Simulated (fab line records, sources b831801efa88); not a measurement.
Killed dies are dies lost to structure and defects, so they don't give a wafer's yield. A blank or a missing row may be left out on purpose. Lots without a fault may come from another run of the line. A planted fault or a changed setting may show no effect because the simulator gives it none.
Chamber matching | flow sky130 | SKY_VIA2_CMP_24 on cmp-02: 4 sister chambers
The step polishes, stops on SiO2, t overpolish 20 s, target thk 0 nm. 4 wafers are shown with their chamber, then 8 later ones without.

WAFERS WITH THEIR CHAMBER
wafer  | chamber | motor_current_A (A)
L459.2 | 2       | 10.6
L474.1 | 1       | 11.6
L474.4 | 3       | 12.0
L475.1 | 0       | 11.0

WAFERS WITHOUT THEIR CHAMBER
wafer  | motor_current_A (A)
L475.2 | 11.2
L475.4 | 11.0
L477.4 | 10.8
L477.5 | 10.1
L477.6 | 11.4
L479.2 | 11.6
L479.3 | 10.1
L479.6 | 11.4

WHICH CHAMBER EACH WENT THROUGH
wafer  | from the rows above          | in truth
L475.2 | can't be placed: 0 or 1 or 2 | 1
L475.4 | can't be placed: 0 or 2      | 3
L477.4 | can't be placed: 0 or 2      | 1
L477.5 | can't be placed: 2 or 0      | 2
L477.6 | can't be placed: 1 or 0 or 3 | 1
L479.2 | can't be placed: 1 or 3      | 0
L479.3 | can't be placed: 2 or 0      | 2
L479.6 | can't be placed: 1 or 0 or 3 | 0
Placed correctly: 0 of 8. Can't be placed from these rows: 8 (the true chamber is among the candidates in 5). Placed wrongly: 0.
How it was worked out, from the rows above alone: a wafer's distance from a chamber is the root of the sum, over the readings, of the square of ((its reading less the chamber's mean) divided by the reading's scatter). The wafer belongs to the nearest chamber; if the next one is less than 2 further off, it can't be placed. A chamber's mean is the mean of its shown wafers. The scatter: with one shown wafer a chamber, the root of the mean of the squares of how far each hidden wafer lies from its nearest shown one.
